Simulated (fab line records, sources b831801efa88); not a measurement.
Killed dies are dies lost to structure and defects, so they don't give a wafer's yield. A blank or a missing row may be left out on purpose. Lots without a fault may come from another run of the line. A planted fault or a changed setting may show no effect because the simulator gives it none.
Which tool did it? | flow sky130 | 24 lots, 72 wafers sampled, at 6 steps of a route of 708

WHAT THE GAUGES READ, wafer by wafer
SKY_CONTACT_THK_MEAS_26: measures by xrf. Usual: CONTACT_W_THK 320 nm, standard deviation 4.4.
lot  | measured     | on            | CONTACT_W_THK (nm) | flag
L074 | day 31 00:16 | film_metro-01 | 319 318 320        |
L075 | day 31 06:16 | film_metro-04 | 319 320 318        |
L076 | day 32 00:55 | film_metro-01 | 326 327 328        |
L077 | day 32 14:10 | film_metro-01 | 322 320 324        |
L078 | day 32 23:10 | film_metro-04 | 327 328 330        |
L079 | day 33 02:53 | film_metro-01 | 325 318 319        |
L080 | day 33 17:11 | film_metro-04 | 319 322 322        |
L081 | day 34 01:00 | film_metro-02 | 319 321 318        |
L082 | day 34 02:27 | film_metro-04 | 318 313 310        |
L083 | day 34 10:02 | film_metro-04 | 323 322 321        |
L084 | day 34 20:13 | film_metro-04 | 318 319 317        |
L086 | day 35 02:58 | film_metro-04 | 327 326 323        |
L085 | day 35 03:21 | film_metro-01 | 316 318 319        |
L087 | day 35 15:55 | film_metro-02 | 320 324 316        |
L088 | day 35 17:06 | film_metro-04 | 320 321 322        |
L089 | day 36 05:50 | film_metro-04 | 323 323 327        |
L090 | day 36 16:48 | film_metro-04 | 320 319 316        |
L091 | day 36 17:48 | film_metro-02 | 317 319 322        |
L093 | day 38 20:01 | film_metro-02 | 320 320 322        |
L094 | day 38 20:42 | film_metro-02 | 315 314 318        |
L092 | day 38 22:05 | film_metro-02 | 313 313 314        |
L095 | day 38 22:46 | film_metro-02 | 314 314 316        |
L096 | day 39 00:19 | film_metro-01 | 317 317 318        |
L097 | day 39 05:54 | film_metro-02 | 319 318 323        |

SKY_VIA2_OVL_MEAS_13. Usual: VIA2_OVL -1 nm, standard deviation 5.3.
lot  | measured     | on         | VIA2_OVL (nm) | flag
L074 | day 35 14:40 | overlay-01 | -4 -7 0       |
L075 | day 35 21:49 | overlay-01 | 0 -1 5        |
L076 | day 36 14:55 | overlay-01 | -1 3 -6       |
L077 | day 37 04:04 | overlay-02 | -2 -4 -2      |
L078 | day 37 13:52 | overlay-02 | -5 1 1        |
L079 | day 37 14:06 | overlay-02 | -7 -9 -4      |
L080 | day 38 05:58 | overlay-01 | -6 -8 -12     |
L081 | day 38 11:52 | overlay-01 | 3 -1 3        |
L082 | day 38 16:37 | overlay-01 | -5 3 7        |
L083 | day 38 22:31 | overlay-02 | -9 -8 -2      |
L084 | day 39 08:49 | overlay-01 | 2 -2 0        |
L086 | day 39 13:10 | overlay-02 | -4 5 4        |
L085 | day 39 14:52 | overlay-02 | -4 1 -5       |
L087 | day 40 03:37 | overlay-02 | -8 -4 1       |
L088 | day 40 05:13 | overlay-01 | 2 15 3        |
L089 | day 40 15:55 | overlay-02 | -5 0 -8       |
L090 | day 41 02:20 | overlay-01 | 0 -1 3        |
L091 | day 41 03:58 | overlay-01 | 9 7 0         |
L093 | day 43 01:14 | overlay-01 | 1 -5 -1       |
L094 | day 43 01:49 | overlay-02 | 2 -1 5        |
L092 | day 43 02:19 | overlay-02 | 0 8 2         |
L095 | day 43 03:16 | overlay-02 | -1 -2 -9      |
L096 | day 43 05:52 | overlay-02 | -3 0 0        |
L097 | day 43 09:08 | overlay-02 | -8 -7 0       |

SKY_VIA2_THK_MEAS_23: measures by xrf. Usual: VIA2_W_THK 390 nm, standard deviation 5.5.
lot  | measured     | on            | VIA2_W_THK (nm) | flag
L074 | day 35 15:44 | film_metro-01 | 383 382 387     |
L075 | day 35 22:55 | film_metro-04 | 388 393 391     |
L076 | day 36 15:59 | film_metro-01 | 388 387 385     |
L077 | day 37 05:08 | film_metro-02 | 385 390 386     |
L078 | day 37 14:55 | film_metro-02 | 396 388 394     |
L079 | day 37 15:11 | film_metro-02 | 386 387 388     |
L080 | day 38 07:01 | film_metro-02 | 388 384 389     |
L081 | day 38 12:59 | film_metro-04 | 399 398 394     |
L082 | day 38 17:42 | film_metro-04 | 404 406 402     |
L083 | day 38 23:35 | film_metro-02 | 388 389 386     |
L084 | day 39 09:51 | film_metro-02 | 389 384 383     |
L086 | day 39 14:14 | film_metro-02 | 386 384 385     |
L085 | day 39 15:55 | film_metro-02 | 384 375 382     |
L087 | day 40 04:39 | film_metro-02 | 393 389 386     |
L088 | day 40 06:16 | film_metro-04 | 394 398 393     |
L089 | day 40 17:02 | film_metro-04 | 389 386 391     |
L090 | day 41 03:26 | film_metro-02 | 394 394 392     |
L091 | day 41 05:11 | film_metro-04 | 392 398 396     |
L093 | day 43 02:17 | film_metro-04 | 391 394 397     |
L094 | day 43 02:52 | film_metro-02 | 387 384 384     |
L092 | day 43 03:23 | film_metro-01 | 392 399 395     |
L095 | day 43 04:19 | film_metro-04 | 389 392 392     |
L096 | day 43 06:55 | film_metro-01 | 393 388 395     |
L097 | day 43 10:13 | film_metro-02 | 388 390 386     |

WHICH TOOL RAN EACH LOT (tool, then ch and the chambers of the sampled wafers, then the start)
lot  | SKY_METAL1_SPUTTER_01        | SKY_METAL1_ETCH_18                | SKY_METAL2_ETCH_18
L074 | pvd_sputter-01, day 31 00:38 | rie_metal-04 ch 0,1, day 32 03:34 | rie_metal-01 ch 0,1, day 34 12:11
L075 | pvd_sputter-04, day 31 06:43 | rie_metal-04 ch 0,1, day 32 11:00 | rie_metal-02 ch 0,1, day 34 18:11
L076 | pvd_sputter-03, day 32 01:28 | rie_metal-02 ch 0,1, day 33 05:20 | rie_metal-01 ch 0,1, day 35 11:07
L077 | pvd_sputter-01, day 32 14:32 | rie_metal-03 ch 0,1, day 33 17:44 | rie_metal-02 ch 0,1, day 36 00:13
L078 | pvd_sputter-01, day 32 23:33 | rie_metal-02 ch 0,1, day 34 02:05 | rie_metal-03 ch 0, day 36 09:42
L079 | pvd_sputter-04, day 33 03:16 | rie_metal-04 ch 0,1, day 34 04:43 | rie_metal-01 ch 0,1, day 36 11:05
L080 | pvd_sputter-04, day 33 17:34 | rie_metal-03 ch 0,1, day 34 18:50 | rie_metal-01 ch 0,1, day 37 02:38
L081 | pvd_sputter-01, day 34 01:26 | rie_metal-02 ch 0,1, day 35 02:41 | rie_metal-03 ch 1, day 37 09:09
L082 | pvd_sputter-04, day 34 02:50 | rie_metal-04 ch 0,1, day 35 04:47 | rie_metal-01 ch 0,1, day 37 13:44
L083 | pvd_sputter-03, day 34 10:24 | rie_metal-04 ch 0, day 35 12:57   | rie_metal-01 ch 0,1, day 37 20:13
L084 | pvd_sputter-01, day 34 20:36 | rie_metal-03 ch 0,1, day 35 23:08 | rie_metal-03 ch 0,1, day 38 06:31
L086 | pvd_sputter-01, day 35 03:20 | rie_metal-03 ch 0,1, day 36 04:37 | rie_metal-03 ch 0,1, day 38 10:56
L085 | pvd_sputter-04, day 35 03:43 | rie_metal-02 ch 0,1, day 36 05:55 | rie_metal-01 ch 0,1, day 38 12:38
L087 | pvd_sputter-03, day 35 16:40 | rie_metal-02 ch 1, day 36 18:31   | rie_metal-01 ch 0,1, day 39 01:35
L088 | pvd_sputter-01, day 35 17:28 | rie_metal-03 ch 0, day 36 19:38   | rie_metal-02 ch 0,1, day 39 03:27
L089 | pvd_sputter-03, day 36 06:13 | rie_metal-02 ch 0,1, day 37 08:46 | rie_metal-03 ch 0,1, day 39 14:17
L090 | pvd_sputter-03, day 36 17:23 | rie_metal-02 ch 0,1, day 37 19:34 | rie_metal-01 ch 0,1, day 40 00:47
L091 | pvd_sputter-04, day 36 18:35 | rie_metal-03 ch 0,1, day 37 20:56 | rie_metal-01 ch 0,1, day 40 02:39
L093 | pvd_sputter-01, day 38 20:22 | rie_metal-02 ch 0,1, day 39 21:16 | rie_metal-01 ch 0,1, day 42 00:12
L094 | pvd_sputter-04, day 38 21:05 | rie_metal-03 ch 0,1, day 39 22:29 | rie_metal-02 ch 0, day 42 01:17
L092 | pvd_sputter-01, day 38 22:27 | rie_metal-04 ch 1, day 39 22:50   | rie_metal-03 ch 0,1, day 42 01:47
L095 | pvd_sputter-03, day 38 23:10 | rie_metal-02 ch 0,1, day 40 00:02 | rie_metal-01 ch 0,1, day 42 02:29
L096 | pvd_sputter-03, day 39 00:41 | rie_metal-03 ch 0,1, day 40 01:59 | rie_metal-02 ch 0,1, day 42 04:59
L097 | pvd_sputter-03, day 39 06:15 | rie_metal-04 ch 0,1, day 40 07:18 | rie_metal-03 ch 0,1, day 42 09:44
- SKY_METAL1_SPUTTER_01: material TiN, target thk 20 nm, time 16.7 s.
- SKY_METAL1_ETCH_18: etches BARC in N2/H2, stops on SiO2, time 45.9 s, target depth 60 nm.
- SKY_METAL2_ETCH_18: etches BARC in N2/H2, stops on SiO2, time 45.9 s, target depth 60 nm.

WHAT THE TOOLS THEMSELVES READ (means of the sampled wafers that have a number; where no wafer has one, the mark that the record gives instead)
SKY_METAL1_SPUTTER_01. Usual: throttle_valve_pct 29.9 %, standard deviation 1.2.
lot  | tool           | throttle_valve_pct (%) | flag
L074 | pvd_sputter-01 | 30.2                   |
L075 | pvd_sputter-04 | 29.2                   |
L076 | pvd_sputter-03 | 28.1                   |
L077 | pvd_sputter-01 | 30.6                   |
L078 | pvd_sputter-01 | 30.1                   |
L079 | pvd_sputter-04 | 30.1                   |
L080 | pvd_sputter-04 | 30.4                   |
L081 | pvd_sputter-01 | 30.6                   |
L082 | pvd_sputter-04 | 30.2                   |
L083 | pvd_sputter-03 | 30.9                   |
L084 | pvd_sputter-01 | 30.6                   |
L086 | pvd_sputter-01 | 30.2                   |
L085 | pvd_sputter-04 | 30.7                   |
L087 | pvd_sputter-03 | 30.0                   |
L088 | pvd_sputter-01 | 30.6                   |
L089 | pvd_sputter-03 | 29.3                   |
L090 | pvd_sputter-03 | 29.6                   |
L091 | pvd_sputter-04 | 29.0                   |
L093 | pvd_sputter-01 | 30.2                   |
L094 | pvd_sputter-04 | 30.3                   |
L092 | pvd_sputter-01 | 30.4                   |
L095 | pvd_sputter-03 | 28.0                   |
L096 | pvd_sputter-03 | 30.1                   |
L097 | pvd_sputter-03 | 30.1                   |

SKY_METAL1_ETCH_18. Usual: chamber_pressure_mTorr 29.995 mTorr, standard deviation 0.028; drypump_motor_current_A 5.7 A, standard deviation 0.61; oes_product_au 0.854 a.u., standard deviation 0.0049; throttle_valve_pct 13.224 %, standard deviation 0.011.
lot  | tool         | chamber_pressure_mTorr (mTorr) | drypump_motor_current_A (A) | oes_product_au (a.u.) | throttle_valve_pct (%) | flag
L074 | rie_metal-04 | 29.994                         | 5.4                         | 0.852                 | 13.227                 |
L075 | rie_metal-04 | 30.006                         | 5.6                         | 0.855                 | 13.237                 |
L076 | rie_metal-02 | 29.974                         | 5.7                         | 0.855                 | 13.235                 |
L077 | rie_metal-03 | 29.995                         | 5.3                         | 0.852                 | 13.219                 |
L078 | rie_metal-02 | 29.986                         | 5.7                         | 0.851                 | 13.213                 |
L079 | rie_metal-04 | 29.994                         | 5.4                         | 0.853                 | 13.221                 |
L080 | rie_metal-03 | 29.993                         | 5.8                         | 0.856                 | 13.234                 |
L081 | rie_metal-02 | 30.015                         | 6.1                         | 0.856                 | 13.231                 |
L082 | rie_metal-04 | 29.986                         | 5.4                         | 0.857                 | 13.224                 |
L083 | rie_metal-04 | 30.014                         | 5.9                         | 0.850                 | 13.225                 |
L084 | rie_metal-03 | 30.002                         | 5.3                         | 0.854                 | 13.225                 |
L086 | rie_metal-03 | 29.986                         | 5.3                         | 0.853                 | 13.219                 |
L085 | rie_metal-02 | 30.003                         | 5.7                         | 0.853                 | 13.222                 |
L087 | rie_metal-02 | 29.988                         | 5.4                         | 0.851                 | 13.222                 |
L088 | rie_metal-03 | 29.992                         | 6.4                         | 0.855                 | 13.228                 |
L089 | rie_metal-02 | 30.000                         | 5.7                         | 0.853                 | 13.217                 |
L090 | rie_metal-02 | 29.979                         | 6.1                         | 0.859                 | 13.231                 |
L091 | rie_metal-03 | 30.002                         | 5.8                         | 0.859                 | 13.213                 |
L093 | rie_metal-02 | 29.966                         | 5.7                         | 0.860                 | 13.224                 |
L094 | rie_metal-03 | 29.998                         | 5.8                         | 0.854                 | 13.225                 |
L092 | rie_metal-04 | 29.987                         | 5.2                         | 0.855                 | 13.227                 |
L095 | rie_metal-02 | 29.988                         | 6.0                         | 0.853                 | 13.231                 |
L096 | rie_metal-03 | 30.001                         | 5.8                         | 0.851                 | 13.218                 |
L097 | rie_metal-04 | 29.977                         | 5.7                         | 0.850                 | 13.229                 |

SKY_METAL2_ETCH_18. Usual: chamber_pressure_mTorr 30.001 mTorr, standard deviation 0.026; drypump_motor_current_A 5.6 A, standard deviation 0.59; oes_product_au 0.855 a.u., standard deviation 0.0054; throttle_valve_pct 13.226 %, standard deviation 0.01.
lot  | tool         | chamber_pressure_mTorr (mTorr) | drypump_motor_current_A (A) | oes_product_au (a.u.) | throttle_valve_pct (%) | flag
L074 | rie_metal-01 | 30.020                         | 5.4                         | 0.852                 | 13.235                 |
L075 | rie_metal-02 | 30.000                         | 6.1                         | 0.852                 | 13.223                 |
L076 | rie_metal-01 | 29.982                         | 5.6                         | 0.855                 | 13.223                 |
L077 | rie_metal-02 | 29.999                         | 5.7                         | 0.858                 | 13.221                 |
L078 | rie_metal-03 | 30.008                         | 6.4                         | 0.858                 | 13.219                 |
L079 | rie_metal-01 | 30.003                         | 5.3                         | 0.853                 | 13.225                 |
L080 | rie_metal-01 | 29.988                         | 5.6                         | 0.852                 | 13.230                 |
L081 | rie_metal-03 | 29.998                         | 4.7                         | 0.853                 | 13.221                 |
L082 | rie_metal-01 | 30.013                         | 5.3                         | 0.852                 | 13.233                 |
L083 | rie_metal-01 | 29.997                         | 5.4                         | 0.852                 | 13.229                 |
L084 | rie_metal-03 | 30.021                         | 5.3                         | 0.854                 | 13.223                 |
L086 | rie_metal-03 | 30.000                         | 5.8                         | 0.852                 | 13.226                 |
L085 | rie_metal-01 | 30.015                         | 5.6                         | 0.856                 | 13.222                 |
L087 | rie_metal-01 | 30.000                         | 5.6                         | 0.854                 | 13.216                 |
L088 | rie_metal-02 | 29.987                         | 6.0                         | 0.848                 | 13.224                 |
L089 | rie_metal-03 | 29.996                         | 5.8                         | 0.857                 | 13.227                 |
L090 | rie_metal-01 | 29.999                         | 5.4                         | 0.854                 | 13.227                 |
L091 | rie_metal-01 | 30.013                         | 5.4                         | 0.852                 | 13.228                 |
L093 | rie_metal-01 | 29.974                         | 5.3                         | 0.853                 | 13.232                 |
L094 | rie_metal-02 | 30.011                         | 6.4                         | 0.857                 | 13.219                 |
L092 | rie_metal-03 | 30.006                         | 5.8                         | 0.852                 | 13.223                 |
L095 | rie_metal-01 | 30.007                         | 5.6                         | 0.859                 | 13.220                 |
L096 | rie_metal-02 | 29.988                         | 6.1                         | 0.864                 | 13.225                 |
L097 | rie_metal-03 | 29.990                         | 5.8                         | 0.865                 | 13.232                 |

THE ANSWER, worked out from the rows above alone
Rule: a lot is off if the mean of its wafers that have a number lies more than 3 standard deviations from the usual mean. A lot without any number at a reading at which 4 lots or more have one is off too. The other lots that the step has rows for count as sound. The gauges are gone through in route order, then the tools' own readings, and for those a lot's mean is taken as printed above. The first step at which some lot is off is used, and at that step the reading that is off furthest; a lot without a number counts as furthest.
No lot is off at any reading shown: from this, nothing can be told.

WHAT THE SIMULATOR HAD PUT IN
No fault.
